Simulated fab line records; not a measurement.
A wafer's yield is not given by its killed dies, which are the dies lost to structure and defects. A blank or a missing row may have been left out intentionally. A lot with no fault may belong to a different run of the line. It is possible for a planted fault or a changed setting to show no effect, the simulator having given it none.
fab line records	flow gf180mcu	part 1 of 2: steps 1 to 26 of 37
[record] lots = 5	wafers = 15	last_day = 32
route steps=602 shown V2@396 M3@409 V3@429
lots that met no fault: taken from a fault-free run of the same line
start_h: start of the lot's first displayed wafer, in hours after the record's first day	wait_h: hours elapsed since this lot's preceding step	" identical to the entry in the row above	L1.1+2: one row covering several wafers at once	- value missing, or start not given	* or withheld: withheld	< > ~ a bound
route shown NAME@n: NAME is a module with steps in the file, n the number in the route of the first one	usual: mean/standard deviation taken from wafers without a fault	same: alike in all rows	chamber/n: place in a boat	sites: the reading at each site	_std_site: the values' standard deviation	_edge_site: the outer-site mean with the inner-site mean subtracted	radius_mm: how far each site lies from the wafer's centre	mask NAME#n: copy n	behind: tool/chamber where the wafer was last shaped	hold: cause of the lot's hold/its duration in hours/its outcome	device: names the non-switching transistor (n, p or np)	end of line: the tests these same wafers got at the end of their route	a step given without rows: its recipe and nothing more	killed: count of dies lost to structure and defects at first sort (not the wafer's yield)	map: the dies of a wafer, with x for killed, . for not killed, _ for no die there
set.NAME: setting as actually run; set.NAME@STEP: the setting as run at that earlier step	model.NAME: the simulator's own value behind a step, which no gauge read
a table for each step, a row for each wafer; lots at some steps of the route
services: a tool's chamber out of use, with start hour (start_h, from the record's first day; less than 0 if before it), hours out, and reason
[[steps]]
[step GF_V2_CD_MEAS_14]
[recipe] target_cd_nm = 260
[usual] cd_nm = 260.1/1.5
lot.wafer	tool	chamber	start_h	wait_h	cd_nm
L075.4	cd_sem-02	-	468.48	0.1	261.6
L075.5	"	-	"	"	263.7
L075.6	"	-	"	"	262.4
L076.1	cd_sem-01	-	481.02	0.1	261.5
L076.3	"	-	"	"	262.6
L076.6	"	-	"	"	261.6
L082.2	cd_sem-01	-	539.97	0.2	260.4
L082.4	"	-	"	"	260.7
L082.6	"	-	"	"	261.1
L084.4	cd_sem-01	-	557.16	0.1	258.4
L084.5	"	-	"	"	259.0
L084.6	"	-	"	"	257.7
L089.1	cd_sem-01	-	591.92	0.1	261.4
L089.2	"	-	"	"	261.0
L089.5	"	-	"	"	261.0
[step GF_V2_OVL_MEAS_15]
[usual] V2_OVL = -1/5.3
lot.wafer	tool	chamber	start_h	wait_h	V2_OVL[nm]
L075.4	overlay-02	-	468.56	0.1	-1
L075.5	"	-	"	"	-1
L075.6	"	-	"	"	-3
L076.1	overlay-01	-	481.14	0.1	0
L076.3	"	-	"	"	-4
L076.6	"	-	"	"	0
L082.2	overlay-02	-	540.08	0.1	6
L082.4	"	-	"	"	-1
L082.6	"	-	"	"	0
L084.4	overlay-02	-	557.24	0.1	-2
L084.5	"	-	"	"	-1
L084.6	"	-	"	"	-5
L089.1	overlay-02	-	592.04	0.1	-8
L089.2	"	-	"	"	0
L089.5	"	-	"	"	6
[step GF_V2_ETCH_16]
[recipe] chemistry = N2/H2	target_depth_a = withheld	overetch_a = withheld	time_s = withheld	target = BARC	ion_energy_ev = 200	source_w = 500	bias_w = 100	pressure_mtorr = 30	n2_flow_sccm = 100	h2_flow_sccm = 200
[usual] drypump_motor_current_A = 5.5/0.36	oes_product_au = 0.854/0.0046	throttle_valve_pct = 13.224/0.0088
lot.wafer	tool	chamber	start_h	wait_h	drypump_motor_current_A	oes_product_au	throttle_valve_pct
L075.4	rie_diel-02	0	468.58	0.0	4.9	0.857	13.224
L075.5	"	1	"	"	5.9	0.857	13.212
L075.6	"	0	"	"	4.9	0.855	13.213
L076.1	rie_diel-01	1	481.17	0.0	5.1	0.859	13.233
L076.3	"	0	"	"	5.8	0.864	13.229
L076.6	"	0	"	"	5.8	0.859	13.232
L082.2	rie_diel-02	0	540.11	0.0	4.8	0.849	13.219
L082.4	"	1	"	"	5.9	0.855	13.234
L082.6	"	3	"	"	4.9	0.863	13.222
L084.4	rie_diel-01	3	557.28	0.0	5.5	0.854	13.221
L084.5	"	2	"	"	5.5	0.858	13.225
L084.6	"	0	"	"	5.8	0.860	13.228
L089.1	rie_diel-02	3	592.07	0.0	4.8	0.849	13.236
L089.2	"	2	"	"	5.6	0.855	13.240
L089.5	"	2	"	"	5.6	0.853	13.232
[step GF_V2_ETCH_17]
[recipe] chemistry = C4F8/O2/Ar	mask_material = KrF	target = SiO2	stop_on = TiN	source_w = 1500	bias_w = 1200	pressure_mtorr = 40	c4f8_flow_sccm = withheld	O2_flow_sccm = 6	Ar_flow_sccm = 300	time_s = withheld	target_depth_a = 6300
[usual] oes_product_au = 0.856/0.0043
lot.wafer	tool	chamber	start_h	wait_h	oes_product_au
L075.4	rie_diel-02	0	-	-	0.861
L075.5	"	1	"	"	0.863
L075.6	"	0	"	"	0.852
L076.1	rie_diel-01	1	-	-	0.858
L076.3	"	0	"	"	0.856
L076.6	"	0	"	"	0.852
L082.2	rie_diel-02	0	-	-	0.854
L082.4	"	1	"	"	0.850
L082.6	"	3	"	"	0.847
L084.4	rie_diel-01	3	-	-	0.855
L084.5	"	2	"	"	0.851
L084.6	"	0	"	"	0.856
L089.1	rie_diel-02	3	-	-	0.862
L089.2	"	2	"	"	0.855
L089.5	"	2	"	"	0.858
[step GF_V2_STRIP_18]
[recipe] chemistry = O2/N2	power_w = 1400	pressure_mtorr = 1500	platen_temp_c = 250	o2_flow_sccm = 3000	n2_flow_sccm = 300	overash_fraction = 0.5
[usual] drypump_motor_current_A = 5.9/0.45	heater_power_w = 329/27	oes_product_au = 0.593/0.0048
lot.wafer	tool	chamber	start_h	wait_h	drypump_motor_current_A	heater_power_w	oes_product_au	rf_hours_counter_h
L075.4	plasma_asher-01	0	468.74	-	6.1	275	0.590	-
L075.5	"	1	"	"	5.3	326	0.587	-
L075.6	"	0	"	"	6.1	271	0.590	-
L076.1	plasma_asher-03	0	481.30	-	6.0	355	0.592	72
L076.3	"	0	"	"	6.0	361	0.597	-
L076.6	"	1	"	"	5.3	345	0.584	-
L082.2	plasma_asher-03	1	540.24	-	5.3	348	0.596	79
L082.4	"	0	"	"	6.0	363	0.588	-
L082.6	"	0	"	"	6.0	352	0.588	-
L084.4	plasma_asher-01	0	557.42	-	6.1	267	0.599	-
L084.5	"	0	"	"	6.1	274	0.591	-
L084.6	"	1	"	"	5.3	327	0.595	-
L089.1	plasma_asher-04	1	592.20	-	6.5	329	0.595	97
L089.2	"	0	"	"	5.9	330	0.595	97
L089.5	"	0	"	"	5.9	330	0.600	-
[step GF_V2_STRIP_19]
[recipe] chemistry = post_etch_residue_remover	time_s = 1200	temp_c = 72.5
lot.wafer	tool	chamber	start_h	wait_h
L075.4+5+6	wet_bench-03	0	468.80	0.0
L076.1+3+6	wet_bench-02	3	481.40	0.1
L082.2+4+6	wet_bench-01	0	540.34	0.1
L084.4+5+6	wet_bench-02	2	557.48	0.0
L089.1+2+5	wet_bench-02	1	592.30	0.1
[step GF_V2_CLEAN_20]
[recipe] chemistry = DIW	dry = n2_spin
lot.wafer	tool	chamber	start_h	wait_h
L075.4+5+6	wet_bench-02	2	469.18	0.0
L076.1+3+6	wet_bench-01	0	481.78	0.0
L082.2+4+6	wet_bench-02	0	540.68	0.0
L084.4+5+6	wet_bench-03	0	557.86	0.0
L089.1+2+5	wet_bench-01	2	592.64	0.0
[step GF_V2_SPUTTER_21]
[recipe] material = Ti	target_thk_nm = 15	chamber_pressure_pa = 5	power_w = 2500	substrate_temp_c = 200	time_s = 80.02
[usual] throttle_valve_pct = 29.7/1.2
lot.wafer	tool	chamber	start_h	wait_h	throttle_valve_pct
L075.4	pvd_sputter-04	-	469.28	0.0	28.3
L075.5	"	-	"	"	29.3
L075.6	"	-	"	"	29.3
L076.1	pvd_sputter-01	-	481.87	0.0	31.9
L076.3	"	-	"	"	29.5
L076.6	"	-	"	"	28.8
L082.2	pvd_sputter-01	-	540.77	0.0	31.9
L082.4	"	-	"	"	28.1
L082.6	"	-	"	"	32.2
L084.4	pvd_sputter-01	-	557.95	0.0	27.9
L084.5	"	-	"	"	29.2
L084.6	"	-	"	"	27.7
L089.1	pvd_sputter-04	-	592.83	0.0	28.8
L089.2	"	-	"	"	28.2
L089.5	"	-	"	"	29.3
[step GF_V2_SPUTTER_22]
[recipe] material = TiN	target_thk_nm = 10	chamber_pressure_pa = 5	power_w = 4000	time_s = 40
[usual] throttle_valve_pct = 29.7/1.2
lot.wafer	tool	chamber	start_h	wait_h	throttle_valve_pct
L075.4	pvd_sputter-04	-	469.34	0.0	28.2
L075.5	"	-	"	"	29.1
L075.6	"	-	"	"	29.0
L076.1	pvd_sputter-01	-	481.93	0.0	31.9
L076.3	"	-	"	"	29.2
L076.6	"	-	"	"	28.9
L082.2	pvd_sputter-01	-	540.83	0.0	31.8
L082.4	"	-	"	"	27.9
L082.6	"	-	"	"	32.0
L084.4	pvd_sputter-01	-	558.01	0.0	28.1
L084.5	"	-	"	"	29.3
L084.6	"	-	"	"	28.0
L089.1	pvd_sputter-04	-	592.89	0.0	29.2
L089.2	"	-	"	"	28.1
L089.5	"	-	"	"	29.1
[step GF_V2_CVD_23]
[recipe] material = W	target_thk_nm = 350	time_s = 104.94	temp_c = 400	pressure_torr = 40
[usual] heater_power_w = 827/52
lot.wafer	tool	chamber	start_h	wait_h	heater_power_w
L075.4	cvd_w-01	0	469.41	0.1	850
L075.5	"	0	"	"	842
L075.6	"	1	"	"	754
L076.1	cvd_w-02	0	481.97	0.0	820
L076.3	"	0	"	"	830
L076.6	"	0	"	"	809
L082.2	cvd_w-02	0	540.87	0.0	827
L082.4	"	1	"	"	879
L082.6	"	1	"	"	898
L084.4	cvd_w-02	1	558.09	0.1	895
L084.5	"	0	"	"	815
L084.6	"	1	"	"	890
L089.1	cvd_w-01	0	592.93	0.0	847
L089.2	"	1	"	"	756
L089.5	"	0	"	"	851
[step GF_V2_RS_MEAS_24]
[recipe] thk_meas_gauge = four-point-probe	reads = W_of_V2_CVD_23+TiN_of_V2_SPUTTER_22+Ti_of_V2_SPUTTER_21
[usual] V2_W_RS = 0.3286/0.0029
lot.wafer	tool	chamber	start_h	wait_h	V2_W_RS[ohm/sq]
L075.4	film_metro-04	-	469.55	0.1	0.3237
L075.5	"	-	"	"	0.3274
L075.6	"	-	"	"	0.3215
L076.1	film_metro-04	-	482.08	0.1	0.3275
L076.3	"	-	"	"	0.3305
L076.6	"	-	"	"	0.3295
L082.2	film_metro-04	-	541.00	0.1	0.3263
L082.4	"	-	"	"	0.3281
L082.6	"	-	"	"	0.3313
L084.4	film_metro-04	-	558.22	0.1	0.3298
L084.5	"	-	"	"	0.3290
L084.6	"	-	"	"	0.3325
L089.1	film_metro-01	-	593.04	0.1	0.3311
L089.2	"	-	"	"	0.3242
L089.5	"	-	"	"	0.3257
[step GF_V2_THK_MEAS_25]
[recipe] thk_meas_gauge = xrf	reads = W_of_V2_CVD_23
[usual] V2_W_THK = 352/5.2
lot.wafer	tool	chamber	start_h	wait_h	V2_W_THK[nm]
L075.4	film_metro-04	-	469.64	0.1	356
L075.5	"	-	"	"	352
L075.6	"	-	"	"	360
L076.1	film_metro-04	-	482.20	0.1	347
L076.3	"	-	"	"	343
L076.6	"	-	"	"	345
L082.2	film_metro-04	-	541.11	0.1	352
L082.4	"	-	"	"	353
L082.6	"	-	"	"	352
L084.4	film_metro-04	-	558.31	0.1	349
L084.5	"	-	"	"	350
L084.6	"	-	"	"	344
L089.1	film_metro-01	-	593.16	0.1	356
L089.2	"	-	"	"	365
L089.5	"	-	"	"	361
[step GF_V2_CMP_26]
[recipe] stop_on = SiO2	down_force_psi = 3.5	platen_rpm = 60	t_overpolish_s = 15	target_thk_nm = 0	pad_velocity_m_s = 0.94248
[usual] motor_current_A = 10.8/1.1	overpolish_run_s = 15.000/0.0083	time_to_endpoint_s = 84/3.2
lot.wafer	tool	chamber	start_h	wait_h	motor_current_A	overpolish_run_s	time_to_endpoint_s
L075.4	cmp-01	3	469.72	0.1	9.4	14.994	84
L075.6	"	2	"	"	10.2	14.995	84
L075.5	"	3	"	"	9.0	14.996	84
L076.3	cmp-01	3	482.31	0.1	9.7	15.000	85
L076.1	"	1	"	"	12.2	15.007	81
L076.6	"	2	"	"	10.5	14.994	83
L082.2	cmp-02	2	541.16	0.0	11.6	15.001	82
L082.4	"	1	"	"	9.4	14.992	80
L082.6	"	2	"	"	11.1	15.005	81
L084.4	cmp-01	3	558.39	0.1	9.2	15.006	87
L084.5	"	2	"	"	9.8	14.992	81
L084.6	"	3	"	"	9.3	15.012	84
L089.1	cmp-02	1	593.22	0.1	9.5	14.990	81
L089.2	"	2	"	"	11.5	15.001	80
L089.5	"	2	"	"	11.4	15.008	83
[step GF_M3_SPUTTER_00]
[recipe] material = Ti	target_thk_nm = 37.5	arriving_ion_energy_ev = 80	substrate_temp_c = 200	chamber_pressure_pa = 2	power_w = 4000	time_s = 150
[usual] throttle_valve_pct = 29.9/1.3
lot.wafer	tool	chamber	start_h	wait_h	throttle_valve_pct
L075.4	pvd_sputter-01	-	469.97	0.2	29.2
L075.5	"	-	"	"	27.8
L075.6	"	-	"	"	31.5
L076.1	pvd_sputter-01	-	482.56	0.1	31.9
L076.3	"	-	"	"	28.0
L076.6	"	-	"	"	31.9
L082.2	pvd_sputter-01	-	541.46	0.2	29.8
L082.4	"	-	"	"	29.2
L082.6	"	-	"	"	29.3
L084.4	pvd_sputter-03	-	558.64	0.2	31.3
L084.5	"	-	"	"	30.3
L084.6	"	-	"	"	29.4
L089.1	pvd_sputter-01	-	593.52	0.2	30.2
L089.2	"	-	"	"	31.7
L089.5	"	-	"	"	29.5
[step GF_M3_SPUTTER_01]
[recipe] material = TiN	target_thk_nm = 30	power_w = 6500	time_s = 25	chamber_pressure_pa = 0.4
[usual] throttle_valve_pct = 29.8/1.3
lot.wafer	tool	chamber	start_h	wait_h	throttle_valve_pct
L075.4	pvd_sputter-01	-	470.07	0.1	29.2
L075.5	"	-	"	"	27.8
L075.6	"	-	"	"	31.7
L076.1	pvd_sputter-01	-	482.66	0.1	31.9
L076.3	"	-	"	"	28.0
L076.6	"	-	"	"	31.9
L082.2	pvd_sputter-01	-	541.56	0.1	30.0
L082.4	"	-	"	"	29.3
L082.6	"	-	"	"	29.4
L084.4	pvd_sputter-03	-	558.74	0.1	31.2
L084.5	"	-	"	"	30.3
L084.6	"	-	"	"	29.4
L089.1	pvd_sputter-01	-	593.62	0.1	30.2
L089.2	"	-	"	"	31.6
L089.5	"	-	"	"	29.2
[step GF_M3_SPUTTER_02]
[recipe] material = AlCu	target_thk_nm = 450	power_w = 10600	time_s = 23.9	chamber_pressure_pa = 0.4
[usual] throttle_valve_pct = 29.8/1.3
lot.wafer	tool	chamber	start_h	wait_h	throttle_valve_pct
L075.4	pvd_sputter-01	-	470.10	0.0	29.3
L075.5	"	-	"	"	27.7
L075.6	"	-	"	"	31.9
L076.1	pvd_sputter-01	-	482.69	0.0	32.2
L076.3	"	-	"	"	28.1
L076.6	"	-	"	"	31.9
L082.2	pvd_sputter-01	-	541.59	0.0	30.0
L082.4	"	-	"	"	29.3
L082.6	"	-	"	"	29.4
L084.4	pvd_sputter-03	-	558.77	0.0	31.5
L084.5	"	-	"	"	30.2
L084.6	"	-	"	"	29.4
L089.1	pvd_sputter-01	-	593.65	0.0	30.2
L089.2	"	-	"	"	32.2
L089.5	"	-	"	"	29.2
[step GF_M3_SPUTTER_03]
[recipe] material = Ti	target_thk_nm = 10	substrate_temp_c = 300	chamber_pressure_pa = 0.3	power_w = 3000	time_s = 6.7
[usual] throttle_valve_pct = 29.8/1.3
lot.wafer	tool	chamber	start_h	wait_h	throttle_valve_pct
L075.4	pvd_sputter-01	-	470.13	0.0	29.1
L075.5	"	-	"	"	27.7
L075.6	"	-	"	"	31.9
L076.1	pvd_sputter-01	-	482.72	0.0	32.0
L076.3	"	-	"	"	28.1
L076.6	"	-	"	"	31.9
L082.2	pvd_sputter-01	-	541.62	0.0	30.1
L082.4	"	-	"	"	29.4
L082.6	"	-	"	"	29.0
L084.4	pvd_sputter-03	-	558.80	0.0	31.3
L084.5	"	-	"	"	30.3
L084.6	"	-	"	"	29.5
L089.1	pvd_sputter-01	-	593.68	0.0	29.9
L089.2	"	-	"	"	32.0
L089.5	"	-	"	"	29.4
[step GF_M3_SPUTTER_04]
[recipe] material = TiN	target_thk_nm = 50	power_w = 6500	time_s = 41.7	chamber_pressure_pa = 0.4
[usual] throttle_valve_pct = 29.8/1.3
lot.wafer	tool	chamber	start_h	wait_h	throttle_valve_pct
L075.4	pvd_sputter-01	-	470.15	0.0	29.4
L075.5	"	-	"	"	28.0
L075.6	"	-	"	"	32.2
L076.1	pvd_sputter-01	-	482.74	0.0	32.1
L076.3	"	-	"	"	28.0
L076.6	"	-	"	"	31.9
L082.2	pvd_sputter-01	-	541.64	0.0	30.1
L082.4	"	-	"	"	29.3
L082.6	"	-	"	"	29.2
L084.4	pvd_sputter-03	-	558.82	0.0	31.2
L084.5	"	-	"	"	30.1
L084.6	"	-	"	"	29.1
L089.1	pvd_sputter-01	-	593.70	0.0	29.8
L089.2	"	-	"	"	32.1
L089.5	"	-	"	"	29.2
[step GF_M3_RS_MEAS_05]
[recipe] thk_meas_gauge = four-point-probe	reads = TiN_of_M3_SPUTTER_04+Ti_of_M3_SPUTTER_03+AlCu_of_M3_SPUTTER_02+TiN_of_M3_SPUTTER_01+Ti_of_M3_SPUTTER_00
[usual] M3_ALCU_RS = 0.0698/0.00082
lot.wafer	tool	chamber	start_h	wait_h	M3_ALCU_RS[ohm/sq]
L075.4	film_metro-02	-	470.25	0.1	0.0691
L075.5	"	-	"	"	0.0685
L075.6	"	-	"	"	0.0688
L076.1	film_metro-01	-	482.78	0.0	0.0703
L076.3	"	-	"	"	0.0696
L076.6	"	-	"	"	0.0699
L082.2	film_metro-04	-	541.70	0.0	0.0701
L082.4	"	-	"	"	0.0700
L082.6	"	-	"	"	0.0700
L084.4	film_metro-02	-	558.92	0.1	0.0694
L084.5	"	-	"	"	0.0691
L084.6	"	-	"	"	0.0692
L089.1	film_metro-01	-	593.74	0.0	0.0695
L089.2	"	-	"	"	0.0694
L089.5	"	-	"	"	0.0698
[step GF_M3_THK_MEAS_06]
[recipe] thk_meas_gauge = xrf	reads = AlCu_of_M3_SPUTTER_02
[usual] M3_ALCU_THK = 454/7.4
lot.wafer	tool	chamber	start_h	wait_h	M3_ALCU_THK[nm]
L075.4	film_metro-02	-	470.34	0.1	462
L075.5	"	-	"	"	466
L075.6	"	-	"	"	466
L076.1	film_metro-01	-	482.90	0.1	450
L076.3	"	-	"	"	453
L076.6	"	-	"	"	452
L082.2	film_metro-04	-	541.81	0.1	447
L082.4	"	-	"	"	447
L082.6	"	-	"	"	449
L084.4	film_metro-02	-	559.01	0.1	457
L084.5	"	-	"	"	459
L084.6	"	-	"	"	459
L089.1	film_metro-01	-	593.86	0.1	454
L089.2	"	-	"	"	457
L089.5	"	-	"	"	457
[step GF_M3_DEHYDRATE_07]
[recipe] temp_c = 200	time_s = 60
[usual] exhaust_pa = 45.1/0.78
lot.wafer	tool	chamber	start_h	wait_h	exhaust_pa
L075.4	litho_track-01	0	481.52	11.2	44.8
L075.5	"	0	"	"	46.8
L075.6	"	0	"	"	45.1
L076.1	litho_track-03	0	493.78	10.9	45.4
L076.3	"	0	"	"	44.8
L076.6	"	0	"	"	44.7
L082.2	litho_track-01	0	552.82	11.0	45.7
L082.4	"	0	"	"	45.0
L082.6	"	0	"	"	43.7
L084.4	litho_track-03	0	569.51	10.5	44.8
L084.5	"	0	"	"	44.8
L084.6	"	0	"	"	44.8
L089.1	litho_track-01	0	604.29	10.4	44.8
L089.2	"	0	"	"	45.1
L089.5	"	0	"	"	45.1
[step GF_M3_HMDS_08]
[recipe] prime_time_s = 60	prime_temp_c = 120
[usual] exhaust_pa = 44.9/0.89
lot.wafer	tool	chamber	start_h	wait_h	exhaust_pa
L075.4	litho_track-01	0	481.67	0.1	45.0
L075.5	"	0	"	"	44.3
L075.6	"	0	"	"	44.5
L076.1	litho_track-03	0	493.93	0.1	42.9
L076.3	"	0	"	"	43.4
L076.6	"	0	"	"	42.9
L082.2	litho_track-01	0	552.97	0.1	45.5
L082.4	"	0	"	"	45.8
L082.6	"	0	"	"	44.7
L084.4	litho_track-03	0	569.66	0.1	44.4
L084.5	"	0	"	"	46.3
L084.6	"	0	"	"	44.2
L089.1	litho_track-01	0	604.44	0.1	44.2
L089.2	"	0	"	"	44.1
L089.5	"	0	"	"	45.8
[step GF_M3_COAT_09]
[recipe] resist = KrF	spin_rpm = withheld	resist_thk_nm = 1000
[usual] exhaust_pa = 45.1/0.93
lot.wafer	tool	chamber	start_h	wait_h	exhaust_pa
L075.4	litho_track-01	0	481.82	0.1	45.9
L075.5	"	0	"	"	46.6
L075.6	"	0	"	"	47.7
L076.1	litho_track-03	0	494.08	0.1	45.7
L076.3	"	0	"	"	45.4
L076.6	"	0	"	"	44.6
L082.2	litho_track-01	0	553.12	0.1	43.9
L082.4	"	0	"	"	45.2
L082.6	"	0	"	"	46.3
L084.4	litho_track-03	0	569.81	0.1	44.1
L084.5	"	0	"	"	45.3
L084.6	"	0	"	"	44.9
L089.1	litho_track-01	0	604.59	0.1	44.9
L089.2	"	0	"	"	46.0
L089.5	"	0	"	"	44.2
[step GF_M3_SOFTBAKE_10]
[recipe] temp_c = 130	time_s = 60	resist = KrF
[usual] exhaust_pa = 44.9/0.82
lot.wafer	tool	chamber	start_h	wait_h	exhaust_pa
L075.4	litho_track-01	0	481.97	0.1	44.6
L075.5	"	0	"	"	44.8
L075.6	"	0	"	"	44.6
L076.1	litho_track-03	0	494.23	0.1	45.3
L076.3	"	0	"	"	45.6
L076.6	"	0	"	"	45.0
L082.2	litho_track-01	0	553.27	0.1	44.4
L082.4	"	0	"	"	44.0
L082.6	"	0	"	"	45.5
L084.4	litho_track-03	0	569.96	0.1	45.9
L084.5	"	0	"	"	44.5
L084.6	"	0	"	"	45.3
L089.1	litho_track-01	0	604.74	0.1	45.9
L089.2	"	0	"	"	45.6
L089.5	"	0	"	"	44.6
[step GF_M3_EXPOSE_11]
[recipe] mask_id = Metal3	target_cd_nm = 280	na = 0.68	source_shape = conventional	sigma_outer = 0.6	dose_mj = 28
lot.wafer	tool	chamber	start_h	wait_h	mask
L075.4+5+6	krf_scanner-01	0	-	-	Metal3#0
L076.1+3+6	krf_scanner-01	0	-	-	Metal3#0
L082.2+4+6	krf_scanner-02	0	-	-	Metal3#0
L084.4+5+6	krf_scanner-02	0	-	-	Metal3#0
L089.1+2+5	krf_scanner-02	0	-	-	Metal3#0
[step GF_M3_PEB_12]
[recipe] peb_temp_c = 135	peb_time_s = 90	resist = KrF
[usual] exhaust_pa = 45.1/0.77
lot.wafer	tool	chamber	start_h	wait_h	exhaust_pa
L075.4	litho_track-03	0	-	-	45.3
L075.5	"	0	"	"	45.4
L075.6	"	0	"	"	45.2
L076.1	litho_track-04	0	-	-	45.2
L076.3	"	0	"	"	45.4
L076.6	"	0	"	"	46.7
L082.2	litho_track-01	0	-	-	44.2
L082.4	"	0	"	"	45.6
L082.6	"	0	"	"	44.7
L084.4	litho_track-03	0	-	-	45.4
L084.5	"	0	"	"	45.0
L084.6	"	0	"	"	44.3
L089.1	litho_track-04	0	-	-	45.5
L089.2	"	0	"	"	45.1
L089.5	"	0	"	"	44.8
